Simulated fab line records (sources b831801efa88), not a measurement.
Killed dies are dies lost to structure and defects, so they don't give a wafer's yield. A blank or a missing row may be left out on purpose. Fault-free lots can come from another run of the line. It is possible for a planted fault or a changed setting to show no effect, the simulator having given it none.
Matching of chambers    flow gf180mcu    GF_V3_ETCH_16 on rie-diel-02: 4 sister chambers
The step etches BARC in N2/H2. 33 wafers are shown with their chamber, then 12 later ones without.

== EACH WAFER AND ITS CHAMBER ==
wafer   chamber  drypump-motor-current-A (A)  rf-fwd-power-W (W)  n2-flow-sccm (sccm)
L075.3  1        6.2                          493.9               99.70
L075.5  0        6.2                          494.0               99.65
L075.6  3        5.4                          495.9               99.81
L076.1  0        6.2                          493.8               99.94
L076.4  3        5.4                          499.0               100.34
L076.6  2        5.9                          492.1               100.51
L077.1  3        5.4                          498.4               100.11
L077.3  1        6.2                          492.8               100.12
L077.5  1        6.1                          491.9               100.31
L079.1  0        6.2                          493.6               99.82
L079.2  2        5.9                          495.2               99.86
L079.6  0        6.2                          491.9               99.91
L081.1  2        5.9                          496.3               99.94
L081.4  3        5.4                          498.4               100.10
L081.6  2        5.9                          495.6               100.10
L082.2  2        5.9                          494.3               100.14
L082.4  0        6.2                          495.9               99.48
L082.6  0        6.2                          491.5               100.10
L085.1  2        5.9                          495.1               99.96
L085.3  3        5.4                          499.0               100.13
L085.6  0        6.2                          489.9               100.12
L086.1  3        5.4                          496.9               99.90
L086.5  1        6.1                          492.5               99.72
L086.6  2        5.9                          494.9               99.92
L087.2  3        5.4                          496.5               99.61
L087.3  1        6.2                          491.2               100.10
L087.4  0        6.3                          492.9               99.82
L090.3  1        6.2                          492.1               99.99
L090.5  3        5.4                          498.3               99.86
L090.6  0        6.2                          492.7               99.95
L091.1  2        5.9                          491.5               100.06
L091.3  1        6.2                          491.9               100.08
L091.4  3        5.4                          495.4               99.40

SIGNATURES (means of the wafers above)
reading                  chamber 0  chamber 1  chamber 2  chamber 3  scatter within a chamber
drypump-motor-current-A  6.211      6.171      5.900      5.400      0.0283
rf-fwd-power-W           492.911    492.329    494.375    497.533    1.48
n2-flow-sccm             99.8656    100.0029   100.0613   99.9178    0.235
Rule: distance of a wafer from a chamber = root of the sum over the readings of ((wafer's reading minus chamber's mean) / reading's scatter) squared. If the next closest chamber is less than 2 further off than the closest, the wafer can't be placed; otherwise it belongs to the closest. The scatter: the root of (the sum of the squares of (reading less its chamber's mean) over the shown wafers, divided by (wafers less chambers)).

== WAFERS WITH NO CHAMBER GIVEN ==
wafer   drypump-motor-current-A (A)  rf-fwd-power-W (W)  n2-flow-sccm (sccm)
L093.1  5.9                          496.3               100.26
L093.5  5.4                          499.9               99.72
L093.6  6.2                          493.1               99.37
L095.1  5.5                          499.2               100.32
L095.3  6.2                          493.7               100.38
L095.4  5.9                          495.3               99.70
L096.1  6.2                          491.8               100.10
L096.4  5.9                          493.9               99.75
L096.6  6.2                          492.4               99.43
L097.3  6.2                          491.3               100.02
L097.4  6.2                          494.8               99.86
L097.5  5.4                          497.9               100.02

== CHAMBER TAKEN BY EACH ==
wafer   from the rows above      in truth
L093.1  2                        2
L093.5  3                        3
L093.6  can't be placed: 0 or 1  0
L095.1  3                        3
L095.3  can't be placed: 1 or 0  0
L095.4  2                        2
L096.1  can't be placed: 1 or 0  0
L096.4  2                        2
L096.6  can't be placed: 0 or 1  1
L097.3  can't be placed: 1 or 0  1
L097.4  can't be placed: 0 or 1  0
L097.5  3                        3
Placed correctly: 6 of 12. Can't be placed from these rows: 6 (the true chamber is among the candidates in 6). Placed wrongly: 0.
